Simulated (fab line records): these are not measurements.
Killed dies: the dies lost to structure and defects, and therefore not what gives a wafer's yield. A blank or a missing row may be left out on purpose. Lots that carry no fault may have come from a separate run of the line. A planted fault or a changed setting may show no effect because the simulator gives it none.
Struck lot and sound lot, side by side -- flow gf180mcu -- 15 out of 602 route steps
Sound: these wafers, L752.2, L752.3, L752.6. Struck: wafers L751.2, L751.3, L751.5. The cause is given at the end.
Each step with rows lists, per side, the tool, then ch with its chambers, then its first start. Under that, the readings that differ: sound wafers -- struck wafers -- difference of the means -- sigmas: that difference in standard deviations of wafers without a fault.
alike: words and numbers the same on both sides, and readings whose means are apart by under 2 such deviations; not compared: readings that were withheld, readings missing a value for some wafer, numbers with overlapping values and no deviation given by the record, and bounds like >300 which may hide the same value.
The two part at a step that has a row with sigmas, a row that says differs or no value, or rows on one side only. Numbers that have no deviation but don't overlap get no sigmas and don't part them. A reading missing from all wafers of one side parts the sides only when that side holds two or more wafers.

GF_M1_SPUTTER_04: material TiN, target thk 50 nm, time 41.7 s.
  sound on pvd sputter-04 at day 20 10:48; struck on pvd sputter-03 at day 20 08:13
  alike: cathode dc power W, throttle valve pct
GF_M1_RS_MEAS_05: a four-point-probe measurement.
  sound on film metro-03 at day 20 10:52; struck on film metro-03 at day 20 08:16
  alike: M1_ALCU_RS
GF_M1_THK_MEAS_06: measures by xrf.
  sound on film metro-03 at day 20 10:58; struck on film metro-03 at day 20 08:23
  alike: M1_ALCU_THK
then, 7 steps without rows for these wafers: GF_M1_DEHYDRATE_07 (time 60 s); GF_M1_HMDS_08 (prime time 60 s); GF_M1_COAT_09 (resist thk 1000 nm); GF_M1_SOFTBAKE_10 (time 60 s); GF_M1_EXPOSE_11 (exposes mask Metal1, target cd 230 nm); GF_M1_PEB_12 (peb time 90 s); GF_M1_DEVELOP_13 (develop time 60 s).
GF_M1_CD_MEAS_14 targets a cd of 230 nm.
  sound on cd sem-01 at day 21 10:55; struck on cd sem-02 at day 21 08:28
  alike: cd nm
GF_M1_OVL_MEAS_15:
  sound on overlay-01 at day 21 11:02; struck on overlay-01 at day 21 08:35
  alike: M1_OVL
GF_M1_METAL_ETCH_16: etches the open film in Cl2/BCl3, stops on SiO2, target depth 627.5 nm, time 104.6 s.
  sound on rie metal-02 ch 0, day 21 11:05; struck on rie metal-02 ch 0, day 21 08:39
  no value came back on the struck wafers for any of 8 readings (bcl3 flow sccm (sccm), bias w (W) and others); on the sound wafers bcl3 flow sccm (sccm) reads 40.09 40.13 39.95
reading,sound,struck,difference,sigmas
model.KrF_of_M1_COAT_09.thk nm (nm),738.5 738.6 737.2,987.1 987 986.9,+248.9,
  not compared: rf hours counter h
GF_M1_STRIP_17: strips in O2/N2.
  sound on plasma asher-02 ch 0,1, day 21 11:17; struck on plasma asher-02 ch 0,1, day 21 08:50
reading,sound,struck,difference,sigmas
oes product au (a.u.),0.559 0.558 0.553,0.662 0.664 0.662,+0.106,+21
strip time to endpoint s (s),7.90 7.90 7.90,10.23 10.23 10.22,+2.33,+50
  alike: drypump motor current A, heater power w
  not compared: rf hours counter h
then, 1 step without rows for these wafers: GF_M1_STRIP_18 (strips in post etch residue remover, time 1200 s).

== WHERE THEY PART ==
First at GF_M1_METAL_ETCH_16; last, within this record, at GF_M1_STRIP_17.

WHY: what had been put in by the simulator
Step skipped in full: rie metal-02, at GF_M1_METAL_ETCH_16, from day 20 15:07 onward. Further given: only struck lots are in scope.
